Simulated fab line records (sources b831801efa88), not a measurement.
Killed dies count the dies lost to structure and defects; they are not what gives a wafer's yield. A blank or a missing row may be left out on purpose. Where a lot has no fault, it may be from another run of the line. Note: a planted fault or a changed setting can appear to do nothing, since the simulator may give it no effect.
Which tool did it? -- flow gf180mcu -- route of 602 steps, sampled at 1 step: 6 lots, 18 wafers

WHAT THE GAUGES SHOWED, per wafer
GF_M3_OVL_MEAS_15.
lot,measured,on,M3_OVL (nm)
L689,day 22 15:57,overlay-02,-11 -7 -11
L691,day 23 05:04,overlay-02,-13 -13 -5
L700,day 26 10:38,overlay-02,-3 -8 1
L702,day 26 22:15,overlay-02,-4 -6 0
L706,day 28 00:47,overlay-02,-6 -16 -4
L708,day 28 15:25,overlay-01,1 1 5

WHAT TOOL EACH LOT RAN ON (gives the tool, then ch and the chambers of the sampled wafers, and finally the start)
The record shows no process step preceding these readings.

THE ANSWER, worked out from the rows above alone
Rule: the lots themselves supply what counts as usual. The widest of any qualifying gaps counts: lots, ordered by their means at a reading, are off when they make up no more than a third of the lots, leave a main group of 4 or more, and stand apart from it by 3 or more times the standard deviation of that group's means. The tables above print the reading to a certain number of digits; a main group whose means all agree to those digits is not used. A lot without any number at a reading at which 4 lots or more have one is off too. All remaining lots with rows at the step are treated as sound.
None of the lots is off at any reading shown; this tells nothing.

WHAT THE SIMULATOR HAD PUT IN
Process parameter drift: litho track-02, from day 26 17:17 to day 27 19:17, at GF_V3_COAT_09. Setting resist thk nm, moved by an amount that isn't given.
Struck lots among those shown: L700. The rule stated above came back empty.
